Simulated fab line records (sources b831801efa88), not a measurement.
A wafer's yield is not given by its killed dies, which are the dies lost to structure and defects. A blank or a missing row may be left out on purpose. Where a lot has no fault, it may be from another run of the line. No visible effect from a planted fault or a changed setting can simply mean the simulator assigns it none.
fab line records || flow sfq_line
[record] {"lots": 14, "wafers": 40, "last_day": 94}
route steps=325 shown I4@171
lots with no fault: from the same line, run without faults
start_h: hours from the record's first day to the start of the lot's first wafer shown || wait_h: hours since the lot's step before || " same as the row above || L1.1+2: a row that stands for several wafers || - no value present, or no start provided || * or withheld: withheld || < > ~ a bound
route shown NAME@n: NAME is a module with steps in the file, n the number in the route of the first one || usual: mean and standard deviation over wafers with no fault || same: alike in all rows || chamber/n: place in a boat || sites: each site's reading || _std_site: their standard deviation || _edge_site: mean of outer sites minus mean of inner sites || radius_mm: how far each site lies from the wafer's centre || mask NAME#n: copy n || behind: the last tool/chamber to shape the wafer || hold: what put the lot on hold/how long, in hours/how the hold closed || device: names the non-switching transistor (n, p or np) || end of line: tests run on the same wafers once the route is complete || for a step that has no rows: nothing shown but its recipe || killed: dies that structure and defects cost at the first sort, which is not the same as the wafer's yield || map: per-die view of a wafer (x killed, . not killed, _ where there is no die)
set.NAME: the setting that was run; set.NAME@STEP: the one run at that earlier step || model.NAME: the simulator's own value behind a step, which no gauge read
a sample of lots followed through the steps of the route, with each step as a table and each wafer as a row
[[steps]]
[step SFQ_TRILAYER_I4_VIA_LITHO_PEB_106]
[recipe] {"peb_temp_c": 115, "peb_time_s": 60, "resist": "KrF"}
[usual] {"heater_power_total_W": "79.15/0.069"}
{"lot.wafer": "L962.1", "tool": "litho_track-03", "chamber": 0, "start_h": 1125.10, "wait_h": 1.0, "heater_power_total_W": 79.22}
{"lot.wafer": "L962.5", "tool": "litho_track-03", "chamber": 0, "start_h": 1125.10, "wait_h": 1.0, "heater_power_total_W": 79.28}
{"lot.wafer": "L962.6", "tool": "litho_track-03", "chamber": 0, "start_h": 1125.10, "wait_h": 1.0, "heater_power_total_W": 79.07}
{"lot.wafer": "L964.3", "tool": "litho_track-01", "chamber": 0, "start_h": 1156.47, "wait_h": 0.7, "heater_power_total_W": 79.19}
{"lot.wafer": "L964.4", "tool": "litho_track-01", "chamber": 0, "start_h": 1156.47, "wait_h": 0.7, "heater_power_total_W": 79.19}
{"lot.wafer": "L964.6", "tool": "litho_track-01", "chamber": 0, "start_h": 1156.47, "wait_h": 0.7, "heater_power_total_W": 79.20}
{"lot.wafer": "L966.2", "tool": "litho_track-01", "chamber": 0, "start_h": 1188.85, "wait_h": 0.8, "heater_power_total_W": 79.12}
{"lot.wafer": "L966.4", "tool": "litho_track-01", "chamber": 0, "start_h": 1188.85, "wait_h": 0.8, "heater_power_total_W": 79.21}
{"lot.wafer": "L966.5", "tool": "litho_track-01", "chamber": 0, "start_h": 1188.85, "wait_h": 0.8, "heater_power_total_W": 79.14}
{"lot.wafer": "L967.1", "tool": "litho_track-02", "chamber": 0, "start_h": 1208.02, "wait_h": 1.0, "heater_power_total_W": 79.17}
{"lot.wafer": "L967.2", "tool": "litho_track-02", "chamber": 0, "start_h": 1208.02, "wait_h": 1.0, "heater_power_total_W": 79.12}
{"lot.wafer": "L967.3", "tool": "litho_track-02", "chamber": 0, "start_h": 1208.02, "wait_h": 1.0, "heater_power_total_W": 79.16}
{"lot.wafer": "L968.2", "tool": "litho_track-01", "chamber": 0, "start_h": 1213.60, "wait_h": 0.8, "heater_power_total_W": 79.19}
{"lot.wafer": "L968.3", "tool": "litho_track-01", "chamber": 0, "start_h": 1213.60, "wait_h": 0.8, "heater_power_total_W": 79.17}
{"lot.wafer": "L968.4", "tool": "litho_track-01", "chamber": 0, "start_h": 1213.60, "wait_h": 0.8, "heater_power_total_W": 79.14}
{"lot.wafer": "L969.2", "tool": "litho_track-02", "chamber": 0, "start_h": 1227.82, "wait_h": 0.8, "heater_power_total_W": 79.11}
{"lot.wafer": "L969.3", "tool": "litho_track-02", "chamber": 0, "start_h": 1227.82, "wait_h": 0.8, "heater_power_total_W": 79.16}
{"lot.wafer": "L969.5", "tool": "litho_track-02", "chamber": 0, "start_h": 1227.82, "wait_h": 0.8, "heater_power_total_W": 79.12}
{"lot.wafer": "L970.1", "tool": "litho_track-02", "chamber": 0, "start_h": 1234.99, "wait_h": 1.0, "heater_power_total_W": 79.10}
{"lot.wafer": "L970.4", "tool": "litho_track-02", "chamber": 0, "start_h": 1234.99, "wait_h": 1.0, "heater_power_total_W": 79.25}
{"lot.wafer": "L970.6", "tool": "litho_track-02", "chamber": 0, "start_h": 1234.99, "wait_h": 1.0, "heater_power_total_W": 79.23}
{"lot.wafer": "L972.1", "tool": "litho_track-02", "chamber": 0, "start_h": 1287.92, "wait_h": 1.0, "heater_power_total_W": 79.16}
{"lot.wafer": "L972.2", "tool": "litho_track-02", "chamber": 0, "start_h": 1287.92, "wait_h": 1.0, "heater_power_total_W": 79.25}
{"lot.wafer": "L972.6", "tool": "litho_track-02", "chamber": 0, "start_h": 1287.92, "wait_h": 1.0, "heater_power_total_W": 79.05}
{"lot.wafer": "L973.2", "tool": "litho_track-02", "chamber": 0, "start_h": 1290.34, "wait_h": 0.8, "heater_power_total_W": 79.14}
{"lot.wafer": "L973.3", "tool": "litho_track-02", "chamber": 0, "start_h": 1290.34, "wait_h": 0.8, "heater_power_total_W": 79.06}
{"lot.wafer": "L973.4", "tool": "litho_track-02", "chamber": 0, "start_h": 1290.34, "wait_h": 0.8, "heater_power_total_W": 79.09}
{"lot.wafer": "L978.1", "tool": "litho_track-02", "chamber": 0, "start_h": 1297.52, "wait_h": 1.0, "heater_power_total_W": 79.00}
{"lot.wafer": "L978.6", "tool": "litho_track-02", "chamber": 0, "start_h": 1297.52, "wait_h": 1.0, "heater_power_total_W": 82.72}
{"lot.wafer": "L979.4", "tool": "litho_track-02", "chamber": 0, "start_h": 1301.94, "wait_h": 0.5, "heater_power_total_W": 79.17}
{"lot.wafer": "L979.6", "tool": "litho_track-02", "chamber": 0, "start_h": 1301.94, "wait_h": 0.5, "heater_power_total_W": 82.72}
{"lot.wafer": "L983.2", "tool": "litho_track-03", "chamber": 0, "start_h": 1306.69, "wait_h": 0.8, "heater_power_total_W": 79.14}
{"lot.wafer": "L983.4", "tool": "litho_track-03", "chamber": 0, "start_h": 1306.69, "wait_h": 0.8, "heater_power_total_W": 78.97}
{"lot.wafer": "L983.6", "tool": "litho_track-03", "chamber": 0, "start_h": 1306.69, "wait_h": 0.8, "heater_power_total_W": 79.21}
{"lot.wafer": "L984.1", "tool": "litho_track-01", "chamber": 0, "start_h": 1307.87, "wait_h": 1.0, "heater_power_total_W": 79.17}
{"lot.wafer": "L984.2", "tool": "litho_track-01", "chamber": 0, "start_h": 1307.87, "wait_h": 1.0, "heater_power_total_W": 79.10}
{"lot.wafer": "L984.3", "tool": "litho_track-01", "chamber": 0, "start_h": 1307.87, "wait_h": 1.0, "heater_power_total_W": 79.13}
{"lot.wafer": "L985.1", "tool": "litho_track-03", "chamber": 0, "start_h": 1309.07, "wait_h": 1.0, "heater_power_total_W": 79.16}
{"lot.wafer": "L985.2", "tool": "litho_track-03", "chamber": 0, "start_h": 1309.07, "wait_h": 1.0, "heater_power_total_W": 79.28}
{"lot.wafer": "L985.4", "tool": "litho_track-03", "chamber": 0, "start_h": 1309.07, "wait_h": 1.0, "heater_power_total_W": 79.19}
[[key]]
[first_sign] {"step": "SFQ_TRILAYER_I4_VIA_LITHO_PEB_106", "reading": "heater_power_total_W", "direction": "up", "sigmas": 52, "usual": 79.15, "struck": 82.72}
effect none on later readings
met_at SFQ_TRILAYER_I4_VIA_LITHO_PEB_106
struck_lots L978,L979
struck_wafers L978.6,L979.6
onset_between 1290.34 1297.52
[fault] {"kind": "process_parameter_drift", "tool": "litho_track-02", "chamber": "-", "onset_h": 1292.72, "steps": "SFQ_TRILAYER_I4_VIA_LITHO_PEB_106", "channel": "peb_time_s", "offset": "*", "shape": "step", "end_h": 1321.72, "scope": "struck_wafers_only", "acts_in": "*", "stated": "*"}
